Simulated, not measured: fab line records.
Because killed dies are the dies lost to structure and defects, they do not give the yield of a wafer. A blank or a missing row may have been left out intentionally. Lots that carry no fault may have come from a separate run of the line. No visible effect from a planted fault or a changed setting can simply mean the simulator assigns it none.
A lot that was struck, set against a sound lot | flow sky130 | 16 steps out of a route of 708
Sound: these wafers, L786.4, L786.5, L786.6. Struck: wafer L793.2. (L793.3, L793.5 of the same lot were not struck and are left out.) The cause comes at the end.
For every step that has rows: the tool of each side, followed by ch and its chambers, followed by its first start. Under that, the readings that differ: sound wafers | struck wafers | difference of the means | sigmas: that difference in standard deviations of wafers without a fault.
alike: words and numbers the same on both sides, and readings whose means are apart by under 2 such deviations; not compared: readings that were withheld, readings missing a value for some wafer, numbers with overlapping values and no deviation given by the record, and bounds like >300 which may hide the same value.
The two part at a step that has a row with sigmas, a row that says differs or no value, or rows on one side only. Non-overlapping numbers with no deviation appear without sigmas and do not part them. A reading missing from all wafers of one side parts the sides only when that side holds two or more wafers.

first, 3 steps without rows for these wafers: SKY_METAL2_EXPOSE_12 (exposes mask MM2, target cd 140 nm); SKY_METAL2_PEB_13; SKY_METAL2_DEVELOP_14 (develop time 60 s).
SKY_METAL2_CD_MEAS_15: the cd target is 140 nm.
  sound: cd_sem-02 at day 36 04:06; struck: cd_sem-01 at day 38 19:17
  alike: cd_nm
SKY_METAL2_OVL_MEAS_16:
  sound: overlay-02 at day 36 04:11; struck: overlay-01 at day 38 19:24
  alike: METAL2_OVL
SKY_METAL2_DESCUM_17: chemistry O2, time 8 s.
  sound on rie_metal-03 ch 0,1, day 36 04:12; struck on rie_metal-04 ch 0, day 38 19:26
  reading                | sound | struck | difference                   | sigmas
  rf_hours_counter_h (h) | - - - | 5      | no value on the sound wafers |
  alike: drypump_motor_current_A, oes_product_au
SKY_METAL2_ETCH_18: etches BARC in N2/H2, stops on SiO2, time 45.9 s, target depth 60 nm.
  sound on rie_metal-03 ch 0,1, day 36 04:15; struck on rie_metal-04 ch 0, day 38 19:28
  reading                | sound | struck | difference                   | sigmas
  rf_hours_counter_h (h) | - - - | 5      | no value on the sound wafers |
  alike: drypump_motor_current_A, oes_product_au, throttle_valve_pct
SKY_METAL2_METAL_ETCH_19: etches the open film in Cl2/BCl3, stops on SiO2, target depth 360 nm, time 78 s.
  sound on rie_metal-03 ch 0,1, day 36 04:19; struck on rie_metal-04 ch 0, day 38 19:31
  reading                | sound | struck | difference                   | sigmas
  rf_hours_counter_h (h) | - - - | 5      | no value on the sound wafers |
  alike: drypump_motor_current_A, oes_product_au, throttle_valve_pct
SKY_METAL2_STRIP_20: strips in O2/N2.
  sound on plasma_asher-01 ch 0,1, day 36 04:25; struck on plasma_asher-01 ch 1, day 38 19:37
  reading                | sound | struck | difference                   | sigmas
  rf_hours_counter_h (h) | - - - | 79     | no value on the sound wafers |
  alike: drypump_motor_current_A, oes_product_au, strip_time_to_endpoint_s
then, 3 steps without rows for these wafers: SKY_METAL2_STRIP_21 (strips in post etch residue remover, time 1200 s); SKY_METAL2_CLEAN_22 (cleans in IPA, time 180 s); SKY_METAL2_CLEAN_23 (cleans in O3/DIW).
SKY_VIA2_HDPCVD_00: deposits SiO2, target thk 1180 nm, time 196.7 s.
  sound on hdpcvd-01 ch 0,1,2, day 36 05:02; struck on hdpcvd-02 ch 0, day 38 20:13
  reading                                  | sound             | struck | difference | sigmas
  run_length_s (s)                         | 224.8 224.6 223.7 | 306.3  | +81.9      | +99 or more
  model.SiO2_of_VIA2_HDPCVD_00.thk_nm (nm) | 1165 1194 1167    | 1699   | +524       |
  alike: sih4_flow_sccm
SKY_VIA2_THK_MEAS_01:
  sound: film_metro-02 at day 36 05:08; struck: film_metro-02 at day 38 20:34
  reading              | sound          | struck | difference | sigmas
  VIA2_HDPCVD_THK (nm) | 1164 1194 1168 | 1698   | +523       | +44
  not compared: hold
SKY_VIA2_CMP_02: polishes SiO2.
  sound on cmp-01 ch 0,1, day 36 05:13; struck on cmp-02 ch 1, day 38 22:47
  reading            | sound             | struck                   | difference                   | sigmas
  hold               | - - -             | await_dispo/2.1h/release | no value on the sound wafers |
  slurry_flow_ml_min | 149.6 149.3 149.8 | 150.7                    | +1.1                         | +2
  alike: motor_current_A
next, for these wafers, 1 step has no rows: SKY_PAD_OPEN_PROBE_99.

== WHERE THEY PART ==
At SKY_METAL2_DESCUM_17 first; at SKY_VIA2_CMP_02 last (within this record only).

WHY: what the simulator had put in
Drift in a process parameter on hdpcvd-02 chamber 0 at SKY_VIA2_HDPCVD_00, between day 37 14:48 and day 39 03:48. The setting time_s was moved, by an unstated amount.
